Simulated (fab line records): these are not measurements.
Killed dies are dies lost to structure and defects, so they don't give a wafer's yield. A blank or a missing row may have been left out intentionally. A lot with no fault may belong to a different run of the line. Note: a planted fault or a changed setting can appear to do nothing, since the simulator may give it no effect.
A lot that was struck, set against a sound lot :: flow sky130 :: 44 steps out of a route of 708
Sound: the wafers L264.4, L264.5, L264.6. The struck wafers were L255.1, L255.2, L255.5. At the end, the cause is stated.
At each step with rows: each side's tool, then ch and its chambers, then its first start. Under that, the readings that differ: sound wafers :: struck wafers :: difference of the means :: sigmas: that difference in standard deviations of wafers without a fault.
alike: words and numbers the same on both sides, and readings whose means are apart by under 2 such deviations; not compared: readings that were withheld, readings missing a value for some wafer, numbers with overlapping values and no deviation given by the record, and bounds like >300 which may hide the same value.
A row with sigmas, a row that says differs or no value, or rows on one side alone: a step with any of these is where the two part. Numbers that don't overlap but have no deviation are shown without sigmas and don't part them. A reading missing from all wafers of one side parts the sides only when that side holds two or more wafers.

first, 2 steps without rows for these wafers: SKY_DNWELL_DEVELOP_06 (develop time 60 s); SKY_DNWELL_IMPLANT_07.
SKY_DNWELL_STRIP_08: strips in O2/N2.
  sound on plasma asher-01 ch 0,1, day 7 02:01; struck on plasma asher-01 ch 0,1, day 4 17:16
  alike: drypump motor current A, oes product au, strip time to endpoint s
  not compared: rf hours counter h
SKY_DNWELL_TW_MEAS_09:
  struck on film metro-04, day 4 17:22; sound on film metro-04, day 7 02:06
  alike: DNWELL_TW
then, 7 steps without rows for these wafers: SKY_PWDE_DEHYDRATE_00 (time 60 s); SKY_PWDE_HMDS_01 (prime time 60 s); SKY_PWDE_COAT_02 (resist thk 3000 nm); SKY_PWDE_SOFTBAKE_03; SKY_PWDE_EXPOSE_04 (exposes mask PWDEM, target cd 840 nm); SKY_PWDE_PEB_05; SKY_PWDE_DEVELOP_06 (develop time 60 s).
SKY_PWDE_OVL_MEAS_07:
  struck on overlay-02, day 5 11:18; sound on overlay-01, day 7 22:08
reading: PWDE_OVL (nm)
sound: 2.9 3.2 3.2
struck: 1.5 0.1 -1.3
difference: -3.0
sigmas: -2
SKY_PWDE_IMPLANT_08:
  sound on implanter-02 ch 0, day 7 22:14; struck on implanter-02 ch 0, day 5 11:20
SKY_PWDE_STRIP_09: strips in O2/N2.
  sound on plasma asher-01 ch 0,1, day 7 22:20; struck on plasma asher-01 ch 0,1, day 5 11:29
  alike: drypump motor current A, oes product au, strip time to endpoint s
  not compared: rf hours counter h
SKY_PWDE_TW_MEAS_10:
  struck on film metro-04, day 5 11:35; sound on film metro-03, day 7 22:26
reading: PWDE_TW
sound: 380 378 376
struck: 363 366 363
difference: -14
sigmas: -3
then, 7 steps without rows for these wafers: SKY_NWELL_DEHYDRATE_03 (time 60 s); SKY_NWELL_HMDS_04 (prime time 60 s); SKY_NWELL_COAT_05 (resist thk 3000 nm); SKY_NWELL_SOFTBAKE_06; SKY_NWELL_EXPOSE_07 (exposes mask NWM, target cd 840 nm); SKY_NWELL_PEB_08; SKY_NWELL_DEVELOP_09 (develop time 60 s).
SKY_NWELL_OVL_MEAS_10:
  struck on overlay-01, day 6 05:13; sound on overlay-01, day 8 18:44
  alike: NWELL_00_OVL
then, 3 steps without rows for these wafers: SKY_NWELL_IMPLANT_11; SKY_NWELL_IMPLANT_12; SKY_NWELL_IMPLANT_13.
SKY_NWELL_STRIP_14: strips in O2/N2.
  sound on plasma asher-02 ch 0,1, day 8 19:14; struck on plasma asher-02 ch 0,1, day 6 05:42
reading: strip time to endpoint s (s)
sound: 36.94 36.99 37.02
struck: 36.79 36.72 36.79
difference: -0.22
sigmas: -2
  alike: drypump motor current A, oes product au
  not compared: rf hours counter h
SKY_NWELL_TW_MEAS_15:
  struck on film metro-04, day 6 05:48; sound on film metro-01, day 8 19:20
  alike: NWELL_TW
then, 7 steps without rows for these wafers: SKY_NWELL_DEHYDRATE_16 (time 60 s); SKY_NWELL_HMDS_17 (prime time 60 s); SKY_NWELL_COAT_18 (resist thk 3000 nm); SKY_NWELL_SOFTBAKE_19; SKY_NWELL_EXPOSE_20 (exposes mask NWM COMPLEMENT, target cd 840 nm); SKY_NWELL_PEB_21; SKY_NWELL_DEVELOP_22 (develop time 60 s).
SKY_NWELL_OVL_MEAS_23:
  struck on overlay-01, day 7 00:34; sound on overlay-02, day 9 17:02
  alike: NWELL_01_OVL
then, 1 step without rows for these wafers: SKY_NWELL_IMPLANT_24.
SKY_NWELL_STRIP_25: strips in O2/N2.
  sound on plasma asher-02 ch 0,1, day 9 17:14; struck on plasma asher-02 ch 0,1, day 7 00:45
  alike: drypump motor current A, oes product au, strip time to endpoint s
  not compared: rf hours counter h
SKY_NWELL_TW_MEAS_26:
  struck on film metro-04, day 7 00:51; sound on film metro-01, day 9 17:20
  alike: NWELL_2_TW
then, 1 step without rows for these wafers: SKY_NWELL_CLEAN_27 (cleans in SC1/SC2, time 150 s).
SKY_NWELL_RTA_28: time 30 s.
  sound on rtp anneal-02 ch 0, day 9 17:28; struck on rtp anneal-01 ch 0, day 7 00:58
  alike: lamp power pct, wafer_temp_C_max
SKY_NWELL_RS_MEAS_29: uses a four-point probe to measure.
  struck on film metro-01, day 7 01:04; sound on film metro-03, day 9 17:34
  alike: NWELL_RS
SKY_NWELL_RS_MEAS_31: uses a four-point probe to measure.
  struck on film metro-01, day 7 01:18; sound on film metro-03, day 9 17:49
reading: PWDE_RS (ohm/sq)
sound: 5289 5318 5327
struck: 5511 5505 5489
difference: +190
sigmas: +8
-- the record jumps here: 41 days lie between the struck wafers' starts before and after (it left off in module NWELL and takes up again in module PAD_OPEN, whose first step shown is number 708 of the route) --
SKY_PAD_OPEN_PROBE_99:
  struck on prober-02, day 47 15:26; sound on prober-01, day 50 04:13
reading: killed_at_M4_up
sound: 0 2 1
struck: 7 5 3
difference: +4
sigmas: +2

reading: model.etest.res_p_drift_20v.rs ohm sq
sound: 9015 8992 9087
struck: 9420 9317 9478
difference: +374
sigmas: 

reading: model.etest.res pwde under gate.rs ohm sq
sound: 6146 6187 6242
struck: 6729 6689 6682
difference: +508
sigmas: 
  alike: killed_at_M0_to_M3, killed at contacts, killed at front end, killed at other, killed dies, killed open, killed short
  not compared: model.etest.res_p_drift_20v.line ohm um

## WHERE THEY PART
First at SKY_PWDE_OVL_MEAS_07; last, within this record, at SKY_PAD_OPEN_PROBE_99.

WHY: what had been put in by the simulator
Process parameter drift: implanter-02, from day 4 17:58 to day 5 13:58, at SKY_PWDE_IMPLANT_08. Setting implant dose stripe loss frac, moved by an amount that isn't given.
